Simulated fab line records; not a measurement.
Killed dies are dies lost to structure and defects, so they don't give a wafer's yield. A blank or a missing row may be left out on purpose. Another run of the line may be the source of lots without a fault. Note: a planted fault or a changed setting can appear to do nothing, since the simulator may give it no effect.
Commonality check across tools || flow gf180mcu || Lots sampled 12, wafers sampled 39

REASON FOR OPENING
On 1 of the 12 lots, a flag is raised at GF_POLY_GATE_CD_MEAS_10 on the reading cd_nm. No-fault wafers: 280.0 nm, standard deviation 1.5.
Rule: a lot is flagged when every wafer of it that has a number lies more than 4 standard deviations from that mean, or none has a number. The rest of the lots are taken to be sound.

{"lot": "L706", "measured": "day 9 11:54", "on": "cd_sem-01", "cd_nm (nm), wafer by wafer": "279.1 279.6 278.8", "flag": ""}
{"lot": "L707", "measured": "day 9 17:47", "on": "cd_sem-01", "cd_nm (nm), wafer by wafer": "282.0 281.8 281.5", "flag": ""}
{"lot": "L710", "measured": "day 10 17:41", "on": "cd_sem-01", "cd_nm (nm), wafer by wafer": "277.5 279.0 277.9", "flag": ""}
{"lot": "L711", "measured": "day 10 20:04", "on": "cd_sem-01", "cd_nm (nm), wafer by wafer": "279.3 279.3 279.8", "flag": ""}
{"lot": "L712", "measured": "day 11 11:13", "on": "cd_sem-01", "cd_nm (nm), wafer by wafer": "279.4 280.0 280.5", "flag": ""}
{"lot": "L713", "measured": "day 11 14:43", "on": "cd_sem-01", "cd_nm (nm), wafer by wafer": "276.9 277.0 277.4", "flag": ""}
{"lot": "L715", "measured": "day 12 05:53", "on": "cd_sem-01", "cd_nm (nm), wafer by wafer": "280.4 280.6 280.4", "flag": ""}
{"lot": "L717", "measured": "day 12 21:31", "on": "cd_sem-02", "cd_nm (nm), wafer by wafer": "323.8 323.2 322.8 323.7 323.1 322.9", "flag": "FLAGGED"}
{"lot": "L718", "measured": "day 13 08:11", "on": "cd_sem-02", "cd_nm (nm), wafer by wafer": "279.7 281.6 281.6", "flag": ""}
{"lot": "L726", "measured": "day 15 14:11", "on": "cd_sem-02", "cd_nm (nm), wafer by wafer": "279.0 280.4 280.1", "flag": ""}
{"lot": "L727", "measured": "day 15 18:58", "on": "cd_sem-01", "cd_nm (nm), wafer by wafer": "280.5 280.2 280.4", "flag": ""}
{"lot": "L728", "measured": "day 16 05:22", "on": "cd_sem-01", "cd_nm (nm), wafer by wafer": "278.0 279.0 277.8", "flag": ""}
The mean of the flagged lots' numbers is 323.2 nm, +43.2 nm from the usual (+29 standard deviations).

WHICH TOOL RAN EACH LOT
The record holds 1 process step before the reading, out of a route of 602 steps. Every cell lists first the tool, next ch and the chambers used by the sampled wafers, and last the start.
{"lot": "L706", "flag": "", "GF_POLY_GATE_EXPOSE_07": "krf_scanner-02 ch 0, day 9 03:29"}
{"lot": "L707", "flag": "", "GF_POLY_GATE_EXPOSE_07": "krf_scanner-02 ch 0, day 9 09:05"}
{"lot": "L710", "flag": "", "GF_POLY_GATE_EXPOSE_07": "krf_scanner-02 ch 0, day 10 08:04"}
{"lot": "L711", "flag": "", "GF_POLY_GATE_EXPOSE_07": "krf_scanner-01 ch 0, day 10 11:17"}
{"lot": "L712", "flag": "", "GF_POLY_GATE_EXPOSE_07": "krf_scanner-02 ch 0, day 11 01:44"}
{"lot": "L713", "flag": "", "GF_POLY_GATE_EXPOSE_07": "krf_scanner-01 ch 0, day 11 04:47"}
{"lot": "L715", "flag": "", "GF_POLY_GATE_EXPOSE_07": "krf_scanner-01 ch 0, day 11 19:56"}
{"lot": "L717", "flag": "FLAGGED", "GF_POLY_GATE_EXPOSE_07": "krf_scanner-02 ch 0, day 12 11:43"}
{"lot": "L718", "flag": "", "GF_POLY_GATE_EXPOSE_07": "krf_scanner-01 ch 0, day 12 21:58"}
{"lot": "L726", "flag": "", "GF_POLY_GATE_EXPOSE_07": "krf_scanner-02 ch 0, day 15 03:38"}
{"lot": "L727", "flag": "", "GF_POLY_GATE_EXPOSE_07": "krf_scanner-02 ch 0, day 15 08:35"}
{"lot": "L728", "flag": "", "GF_POLY_GATE_EXPOSE_07": "krf_scanner-02 ch 0, day 15 18:38"}
What is done by these steps:
- GF_POLY_GATE_EXPOSE_07: exposes mask Poly2, target cd 280 nm.
- GF_POLY_GATE_CD_MEAS_10: target cd 280 nm.

FLAGGED AGAINST TOTAL, ONE TOOL AT A TIME (gauges that did the reading follow at the end)
{"step": "GF_POLY_GATE_EXPOSE_07", "tool": "krf_scanner-01", "lots run": 4, "flagged": 0, "share of the flagged lots": "none", "sound lots run after its first flagged lot": "-"}
{"step": "GF_POLY_GATE_EXPOSE_07", "tool": "krf_scanner-02", "lots run": 8, "flagged": 1, "share of the flagged lots": "all", "sound lots run after its first flagged lot": "3 (L726,L727,L728)"}
{"step": "GF_POLY_GATE_CD_MEAS_10", "tool": "cd_sem-01", "lots run": 9, "flagged": 0, "share of the flagged lots": "none", "sound lots run after its first flagged lot": "-"}
{"step": "GF_POLY_GATE_CD_MEAS_10", "tool": "cd_sem-02", "lots run": 3, "flagged": 1, "share of the flagged lots": "all", "sound lots run after its first flagged lot": "2 (L718,L726)"}

WHAT THE TABLE PERMITS
Table rows that saw every flagged lot: 2, namely krf_scanner-02 at GF_POLY_GATE_EXPOSE_07 and cd_sem-02 at GF_POLY_GATE_CD_MEAS_10.
- krf_scanner-02 at GF_POLY_GATE_EXPOSE_07: 1 of its 8 lots flagged. Sound lots followed the first flagged one (L726, L727, L728) on it, something a lasting fault affecting the whole tool could not allow.
- cd_sem-02 at GF_POLY_GATE_CD_MEAS_10: 1 of its 3 lots flagged. Sound lots followed the first flagged one (L718, L726) on it, something a lasting fault affecting the whole tool could not allow.
None of the table's rows ran every flagged lot and, after the first, no sound lot.

WHAT THE SIMULATOR PUT IN
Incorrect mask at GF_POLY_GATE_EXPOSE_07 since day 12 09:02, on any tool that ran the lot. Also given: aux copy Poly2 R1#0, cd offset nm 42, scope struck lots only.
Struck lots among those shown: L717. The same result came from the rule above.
